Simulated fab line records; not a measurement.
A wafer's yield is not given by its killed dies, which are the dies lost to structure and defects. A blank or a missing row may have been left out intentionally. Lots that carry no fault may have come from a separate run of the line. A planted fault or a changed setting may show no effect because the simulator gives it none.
fab line records	flow gf180mcu
[record] lots = 5	wafers = 15	last_day = 34
route steps=602 shown V3@453 M4@456
lots untouched by any fault: they come from a run of this same line in which no faults occurred
start_h: start of the lot's first displayed wafer, in hours after the record's first day	wait_h: hours elapsed since this lot's preceding step	" unchanged from the row above	L1.1+2: a single row standing in for several wafers	- value missing, or start not given	* or withheld: withheld	< > ~ a bound
route shown NAME@n: NAME is a module with steps in the file, n the number in the route of the first one	usual: mean/standard deviation of fault-free wafers	same: alike in all rows	chamber/n: place in a boat	sites: per-site readings	_std_site: the values' standard deviation	_edge_site: inner sites' mean taken away from outer sites' mean	radius_mm: for every site, how far away it sits from the centre of the wafer	mask NAME#n: copy n	behind: tool/chamber where the wafer was last shaped	hold: cause of the lot's hold/its duration in hours/its outcome	device: which transistor (n, p or np) failed to switch	end of line: tests of these same wafers at the route's end	where a step has no rows: the recipe by itself	killed: dies lost to structure and defects at the first sort, not the wafer's yield	map: shows each die of a wafer: x if killed, . if not, _ if none is there
set.NAME: setting as actually run; set.NAME@STEP: the setting as run at that earlier step	model.NAME: the simulator's own value behind a step, which no gauge read
certain route steps with their lots: each step a table, each wafer a row
services: from which hour (start_h, from the record's first day; less than 0 if before it) a tool's chamber was out of use, for how many hours, and why
[[steps]]
[step GF_V3_RS_MEAS_24]
[recipe] thk_meas_gauge = four-point-probe	reads = W_of_V3_CVD_23+TiN_of_V3_SPUTTER_22+Ti_of_V3_SPUTTER_21
[usual] V3_W_RS = 0.326/0.0053
lot.wafer	tool	chamber	start_h	wait_h	V3_W_RS[ohm/sq]
L325.1	film_metro-03	-	534.78	0.1	0.326
L325.3	"	-	"	"	0.322
L325.4	"	-	"	"	0.327
L331.2	film_metro-02	-	586.50	0.1	0.322
L331.4	"	-	"	"	0.322
L331.6	"	-	"	"	0.323
L336.3	film_metro-02	-	623.03	0.1	0.321
L336.4	"	-	"	"	0.333
L336.6	"	-	"	"	0.324
L341.1	film_metro-03	-	659.82	0.1	0.324
L341.2	"	-	"	"	0.331
L341.6	"	-	"	"	0.327
L345.1	film_metro-03	-	682.43	0.1	0.332
L345.2	"	-	"	"	0.323
L345.6	"	-	"	"	0.322
[step GF_V3_THK_MEAS_25]
[recipe] thk_meas_gauge = xrf	reads = W_of_V3_CVD_23
[usual] V3_W_THK = 346/5.8
lot.wafer	tool	chamber	start_h	wait_h	V3_W_THK[nm]
L325.1	film_metro-03	-	534.90	0.1	344
L325.3	"	-	"	"	348
L325.4	"	-	"	"	344
L331.2	film_metro-02	-	586.61	0.1	348
L331.4	"	-	"	"	349
L331.6	"	-	"	"	347
L336.3	film_metro-02	-	623.13	0.1	349
L336.4	"	-	"	"	335
L336.6	"	-	"	"	343
L341.1	film_metro-03	-	659.94	0.1	350
L341.2	"	-	"	"	344
L341.6	"	-	"	"	350
L345.1	film_metro-03	-	682.55	0.1	341
L345.2	"	-	"	"	353
L345.6	"	-	"	"	352
[step GF_V3_CMP_26]
[recipe] stop_on = SiO2	down_force_psi = 3.5	platen_rpm = 60	t_overpolish_s = 15	target_thk_nm = 0	pad_velocity_m_s = 0.94248
[usual] motor_current_A = 10.9/0.68	overpolish_run_s = 15.000/0.0083	retaining_ring_pressure_frac = 1.000/0.0054	time_to_endpoint_s = 85/6.3
lot.wafer	tool	chamber	start_h	wait_h	motor_current_A	overpolish_run_s	retaining_ring_pressure_frac	time_to_endpoint_s
L325.3	cmp-01	0	534.96	0.0	12.2	15.005	1.001	82
L325.4	"	1	"	"	10.3	15.001	0.997	76
L325.1	"	2	"	"	12.0	14.989	1.009	87
L331.2	cmp-02	3	586.66	0.0	10.6	15.007	1.005	92
L331.4	"	2	"	"	10.5	15.007	0.993	93
L331.6	"	0	"	"	11.6	15.002	1.011	83
L336.4	cmp-02	1	623.22	0.1	10.7	14.999	1.001	91
L336.3	"	2	"	"	10.6	15.002	1.000	97
L336.6	"	0	"	"	10.7	15.001	0.999	81
L341.2	cmp-01	1	660.00	0.0	9.8	15.000	1.003	75
L341.1	"	0	"	"	11.9	14.997	0.995	79
L341.6	"	1	"	"	10.3	14.997	1.006	74
L345.2	cmp-01	1	682.94	0.4	10.0	14.996	0.996	78
L345.1	"	2	"	"	11.3	15.000	0.999	81
L345.6	"	1	"	"	10.7	15.010	0.999	76
[step GF_M4_SPUTTER_00]
[recipe] material = Ti	target_thk_nm = 37.5	arriving_ion_energy_ev = 80	substrate_temp_c = 200	chamber_pressure_pa = 2	power_w = 4000	time_s = 150
[usual] throttle_valve_pct = 29.7/0.84
lot.wafer	tool	chamber	start_h	wait_h	throttle_valve_pct
L325.1	pvd_sputter-01	-	535.26	0.1	29.0
L325.3	"	-	"	"	29.4
L325.4	"	-	"	"	29.7
L331.2	pvd_sputter-02	-	586.96	0.2	28.3
L331.4	"	-	"	"	30.9
L331.6	"	-	"	"	31.0
L336.3	pvd_sputter-01	-	623.47	0.1	28.5
L336.4	"	-	"	"	29.7
L336.6	"	-	"	"	28.9
L341.1	pvd_sputter-01	-	660.30	0.1	28.8
L341.2	"	-	"	"	29.1
L341.6	"	-	"	"	29.6
L345.1	pvd_sputter-02	-	683.19	0.1	28.2
L345.2	"	-	"	"	31.1
L345.6	"	-	"	"	30.1
[step GF_M4_SPUTTER_01]
[recipe] material = TiN	target_thk_nm = 30	power_w = 6500	time_s = 25	chamber_pressure_pa = 0.4
[usual] throttle_valve_pct = 29.7/0.84
lot.wafer	tool	chamber	start_h	wait_h	throttle_valve_pct
L325.1	pvd_sputter-01	-	535.36	0.1	28.6
L325.3	"	-	"	"	29.7
L325.4	"	-	"	"	30.0
L331.2	pvd_sputter-02	-	587.06	0.1	28.1
L331.4	"	-	"	"	31.1
L331.6	"	-	"	"	31.1
L336.3	pvd_sputter-01	-	623.57	0.1	28.7
L336.4	"	-	"	"	29.8
L336.6	"	-	"	"	29.4
L341.1	pvd_sputter-01	-	660.40	0.1	28.8
L341.2	"	-	"	"	28.8
L341.6	"	-	"	"	29.9
L345.1	pvd_sputter-02	-	683.29	0.1	28.0
L345.2	"	-	"	"	31.0
L345.6	"	-	"	"	30.4
[step GF_M4_SPUTTER_02]
[recipe] material = AlCu	target_thk_nm = 450	power_w = 10600	time_s = 23.9	chamber_pressure_pa = 0.4
[usual] throttle_valve_pct = 29.7/0.85
lot.wafer	tool	chamber	start_h	wait_h	throttle_valve_pct
L325.1	pvd_sputter-01	-	535.40	0.0	28.7
L325.3	"	-	"	"	29.5
L325.4	"	-	"	"	29.8
L331.2	pvd_sputter-02	-	587.09	0.0	28.0
L331.4	"	-	"	"	31.4
L331.6	"	-	"	"	30.9
L336.3	pvd_sputter-01	-	623.60	0.0	28.8
L336.4	"	-	"	"	29.6
L336.6	"	-	"	"	28.8
L341.1	pvd_sputter-01	-	660.43	0.0	29.0
L341.2	"	-	"	"	29.1
L341.6	"	-	"	"	29.8
L345.1	pvd_sputter-02	-	683.33	0.0	28.4
L345.2	"	-	"	"	31.1
L345.6	"	-	"	"	30.4
[step GF_M4_SPUTTER_03]
[recipe] material = Ti	target_thk_nm = 10	substrate_temp_c = 300	chamber_pressure_pa = 0.3	power_w = 3000	time_s = 6.7
[usual] throttle_valve_pct = 29.7/0.84
lot.wafer	tool	chamber	start_h	wait_h	throttle_valve_pct
L325.1	pvd_sputter-01	-	535.43	0.0	28.7
L325.3	"	-	"	"	29.7
L325.4	"	-	"	"	29.6
L331.2	pvd_sputter-02	-	587.12	0.0	28.2
L331.4	"	-	"	"	31.1
L331.6	"	-	"	"	30.7
L336.3	pvd_sputter-01	-	623.63	0.0	28.6
L336.4	"	-	"	"	29.6
L336.6	"	-	"	"	28.8
L341.1	pvd_sputter-01	-	660.46	0.0	28.7
L341.2	"	-	"	"	28.9
L341.6	"	-	"	"	29.6
L345.1	pvd_sputter-02	-	683.36	0.0	28.1
L345.2	"	-	"	"	31.1
L345.6	"	-	"	"	30.3
[step GF_M4_SPUTTER_04]
[recipe] material = TiN	target_thk_nm = 50	power_w = 6500	time_s = 41.7	chamber_pressure_pa = 0.4
[step GF_M4_RS_MEAS_05]
[recipe] thk_meas_gauge = four-point-probe	reads = TiN_of_M4_SPUTTER_04+Ti_of_M4_SPUTTER_03+AlCu_of_M4_SPUTTER_02+TiN_of_M4_SPUTTER_01+Ti_of_M4_SPUTTER_00
[usual] M4_ALCU_RS = 0.0692/0.001
lot.wafer	tool	chamber	start_h	wait_h	M4_ALCU_RS[ohm/sq]
L325.1	film_metro-03	-	535.49	0.0	0.0697
L325.3	"	-	"	"	0.0700
L325.4	"	-	"	"	0.0680
L331.2	film_metro-04	-	587.20	0.0	0.0679
L331.4	"	-	"	"	0.0694
L331.6	"	-	"	"	0.0693
L336.3	film_metro-02	-	623.73	0.1	0.0683
L336.4	"	-	"	"	0.0665
L336.6	"	-	"	"	0.0668
L341.1	film_metro-04	-	660.52	0.0	0.0696
L341.2	"	-	"	"	0.0685
L341.6	"	-	"	"	0.0683
L345.1	film_metro-02	-	683.42	0.0	0.0703
L345.2	"	-	"	"	0.0702
L345.6	"	-	"	"	0.0713
[step GF_M4_THK_MEAS_06]
[recipe] thk_meas_gauge = xrf	reads = AlCu_of_M4_SPUTTER_02
[usual] M4_ALCU_THK = 452/7.2
lot.wafer	tool	chamber	start_h	wait_h	M4_ALCU_THK[nm]
L325.1	film_metro-03	-	535.61	0.1	444
L325.3	"	-	"	"	444
L325.4	"	-	"	"	456
L331.2	film_metro-04	-	587.31	0.1	461
L331.4	"	-	"	"	452
L331.6	"	-	"	"	452
L336.3	film_metro-02	-	623.83	0.1	461
L336.4	"	-	"	"	473
L336.6	"	-	"	"	472
L341.1	film_metro-04	-	660.64	0.1	445
L341.2	"	-	"	"	454
L341.6	"	-	"	"	456
L345.1	film_metro-02	-	683.54	0.1	449
L345.2	"	-	"	"	450
L345.6	"	-	"	"	445
[step GF_M4_DEHYDRATE_07]
[recipe] temp_c = 200	time_s = 60
[step GF_M4_HMDS_08]
[recipe] prime_time_s = 60	prime_temp_c = 120
[step GF_M4_COAT_09]
[recipe] resist = KrF	spin_rpm = withheld	resist_thk_nm = 1000
[usual] exhaust_pa = 45.1/0.96
lot.wafer	tool	chamber	start_h	wait_h	exhaust_pa	model.KrF_of_M4_COAT_09.thk_nm
L325.1	litho_track-01	0	546.76	0.1	44.5	998.2
L325.3	"	0	"	"	44.8	997
L325.4	"	0	"	"	44.3	998
L331.2	litho_track-01	0	597.53	0.1	45.3	1005
L331.4	"	0	"	"	45.8	1002
L331.6	"	0	"	"	46.0	1003
L336.3	litho_track-03	0	634.03	0.1	44.9	1008
L336.4	"	0	"	"	45.1	1006
L336.6	"	0	"	"	45.1	1003
L341.1	litho_track-03	0	669.88	0.1	45.0	938
L341.2	"	0	"	"	45.7	940.4
L341.6	"	0	"	"	43.6	937.4
L345.1	litho_track-02	0	692.58	0.1	46.0	995.2
L345.2	"	0	"	"	44.7	993.9
L345.6	"	0	"	"	45.6	993.3
[step GF_M4_SOFTBAKE_10]
[recipe] temp_c = 130	time_s = 60	resist = KrF
[step GF_M4_EXPOSE_11]
[recipe] mask_id = Metal4	target_cd_nm = 280	na = 0.68	source_shape = conventional	sigma_outer = 0.6	dose_mj = 28
[step GF_M4_PEB_12]
[recipe] peb_temp_c = 135	peb_time_s = 90	resist = KrF
[step GF_M4_DEVELOP_13]
[recipe] develop_time_s = 60	dev_temp_c = 21
[step GF_M4_CD_MEAS_14]
[recipe] target_cd_nm = 280
[usual] cd_nm = 279.9/1.1
lot.wafer	tool	chamber	start_h	wait_h	cd_nm
L325.1	cd_sem-02	-	557.48	0.1	281.7
L325.3	"	-	"	"	281.2
L325.4	"	-	"	"	281.0
L331.2	cd_sem-02	-	608.40	0.1	280.4
L331.4	"	-	"	"	279.9
L331.6	"	-	"	"	281.1
L336.3	cd_sem-02	-	644.47	0.1	280.4
L336.4	"	-	"	"	279.5
L336.6	"	-	"	"	279.5
L341.1	cd_sem-01	-	679.28	0.1	278.1
L341.2	"	-	"	"	279.4
L341.6	"	-	"	"	278.5
L345.1	cd_sem-01	-	702.13	0.1	278.8
L345.2	"	-	"	"	278.3
L345.6	"	-	"	"	278.8
[step GF_M4_OVL_MEAS_15]
[usual] M4_OVL = 0/5
lot.wafer	tool	chamber	start_h	wait_h	M4_OVL[nm]
L325.1	overlay-02	-	557.60	0.1	0
L325.3	"	-	"	"	0
L325.4	"	-	"	"	1
L331.2	overlay-01	-	608.51	0.1	-6
L331.4	"	-	"	"	-5
L331.6	"	-	"	"	-6
L336.3	overlay-02	-	644.57	0.1	2
L336.4	"	-	"	"	-1
L336.6	"	-	"	"	1
L341.1	overlay-02	-	679.40	0.1	-9
L341.2	"	-	"	"	0
L341.6	"	-	"	"	1
L345.1	overlay-01	-	702.25	0.1	-4
L345.2	"	-	"	"	-6
L345.6	"	-	"	"	-7
[step GF_M4_METAL_ETCH_16]
[recipe] chemistry = Cl2/BCl3	mask_material = KrF	target_depth_nm = 750.8	stop_on = SiO2	pressure_mtorr = 8	icp_w = 800	bias_w = 140	Cl2_flow_sccm = 80	bcl3_flow_sccm = 40	time_s = 125.1
[usual] drypump_motor_current_A = 5.7/0.63	oes_product_au = 0.990/0.0064	throttle_valve_pct = 28.230/0.011
lot.wafer	tool	chamber	start_h	wait_h	drypump_motor_current_A	oes_product_au	rf_hours_counter_h	throttle_valve_pct	model.KrF_of_M4_COAT_09.thk_nm
L325.1	rie_metal-03	1	557.64	0.0	4.9	0.993	8	28.227	681.3
L325.3	"	1	"	"	4.8	0.994	-	28.225	677.1
L325.4	"	1	"	"	4.9	0.995	-	28.242	683.1
L331.2	rie_metal-03	0	608.54	0.0	6.1	0.983	1	28.250	693.6
L331.4	"	1	"	"	4.9	0.997	-	28.234	686
L331.6	"	1	"	"	4.8	0.986	-	28.228	689.1
L336.3	rie_metal-02	1	644.63	0.1	5.2	1.004	-	28.210	683.6
L336.4	"	0	"	"	6.6	0.982	-	28.243	697.6
L336.6	"	0	"	"	6.6	0.988	-	28.223	692.2
L341.1	rie_metal-03	1	679.44	0.0	4.8	0.981	12	28.236	626.3
L341.2	"	0	"	"	6.1	0.987	4	28.237	629.9
L341.6	"	0	"	"	6.1	0.985	-	28.220	626
L345.1	rie_metal-04	0	702.29	0.0	5.8	0.991	7	28.242	678.9
L345.2	"	1	"	"	6.0	0.981	8	28.227	687.1
L345.6	"	1	"	"	6.0	0.972	-	28.258	686.1
[step GF_M4_STRIP_17]
[recipe] chemistry = O2/N2	power_w = 1400	pressure_mtorr = 1500	platen_temp_c = 250	o2_flow_sccm = 3000	n2_flow_sccm = 300	overash_fraction = 0.5
[usual] drypump_motor_current_A = 5.6/0.3	heater_power_w = 323/16	oes_product_au = 0.538/0.0055	strip_time_to_endpoint_s = 7.39/0.071
lot.wafer	tool	chamber	start_h	wait_h	drypump_motor_current_A	heater_power_w	oes_product_au	rf_hours_counter_h	strip_time_to_endpoint_s
L325.1	plasma_asher-04	1	557.90	0.2	5.7	332	0.532	44	7.34
L325.3	"	0	"	"	6.0	329	0.532	-	7.30
L325.4	"	1	"	"	5.6	331	0.537	-	7.36
L331.2	plasma_asher-04	0	608.67	0.1	6.0	335	0.539	49	7.46
L331.4	"	1	"	"	5.6	327	0.536	-	7.41
L331.6	"	0	"	"	5.9	328	0.547	-	7.43
L336.3	plasma_asher-01	1	644.75	0.1	5.2	289	0.531	-	7.37
L336.4	"	0	"	"	5.0	328	0.551	-	7.51
L336.6	"	1	"	"	5.2	282	0.542	-	7.48
L341.1	plasma_asher-02	1	679.57	0.1	5.2	304	0.515	25	6.82
L341.2	"	0	"	"	5.6	337	0.516	25	6.86
L341.6	"	1	"	"	5.2	314	0.513	-	6.81
L345.1	plasma_asher-02	0	702.42	0.1	5.6	330	0.523	28	7.32
L345.2	"	1	"	"	5.2	305	0.532	28	7.41
L345.6	"	0	"	"	5.6	340	0.540	-	7.40
[step GF_M4_STRIP_18]
[recipe] chemistry = post_etch_residue_remover	time_s = 1200	temp_c = 72.5
[[services]]
tool	chamber	start_h	hours	kind
pvd_sputter-02	-	511.99	2.3	repair
cmp-02	-	513.87	15.4	pm
plasma_asher-04	-	514.39	1.4	repair
cmp-01	-	520.54	1.5	repair
plasma_asher-02	-	544.21	14.6	pm
rie_metal-04	0	547.20	32.8	repair
plasma_asher-04	-	568.84	0.5	repair
plasma_asher-04	-	569.80	2.8	pm
cmp-01	-	572.00	4.0	pm
pvd_sputter-01	2	578.54	-	consumable_replace:kit
pvd_sputter-01	2	578.54	18.0	scheduled_down
plasma_asher-02	-	586.08	1.6	repair
plasma_asher-01	-	593.84	1.2	repair
plasma_asher-02	-	625.20	1.8	repair
cmp-02	-	635.91	3.6	pm
cmp-02	-	640.26	2.4	repair
rie_metal-02	-	641.36	2.8	pm
rie_metal-03	1	645.29	3.8	repair
cmp-02	-	662.48	1.0	repair
rie_metal-04	1	667.31	19.1	repair
plasma_asher-01	-	674.99	4.3	pm
cmp-02	-	682.05	1.4	repair
pvd_sputter-01	-	696.19	2.8	repair
cmp-01	-	699.99	7.5	pm
[[key]]
[first_sign] step = GF_M4_STRIP_17	reading = strip_time_to_endpoint_s	direction = down	sigmas = 7.9	usual = *	struck = *
[effect] step = GF_M4_STRIP_17	reading = oes_product_au	direction = down	sigmas = 4.2	usual = 0.538	struck = 0.515
[model_effect] step = GF_M4_COAT_09	value = KrF_of_M4_COAT_09.thk_nm	without = 1009	struck = 938.6
[model_effect] step = GF_M4_METAL_ETCH_16	value = KrF_of_M4_COAT_09.thk_nm	without = 697.4	struck = 627.4
met_at GF_M4_COAT_09
struck_wafers L341.1,L341.2,L341.6
onset_between 634.03 669.88
also_fits GF_M4_SPUTTER_00:pvd_sputter-01,GF_M4_SPUTTER_01:pvd_sputter-01,GF_M4_SPUTTER_02:pvd_sputter-01,GF_M4_SPUTTER_03:pvd_sputter-01
[fault] kind = process_parameter_drift	tool = litho_track-03	chamber = -	onset_h = 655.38	steps = GF_M4_COAT_09	channel = resist_thk_nm	offset = *	shape = step	end_h = 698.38	acts_in = *	stated = *
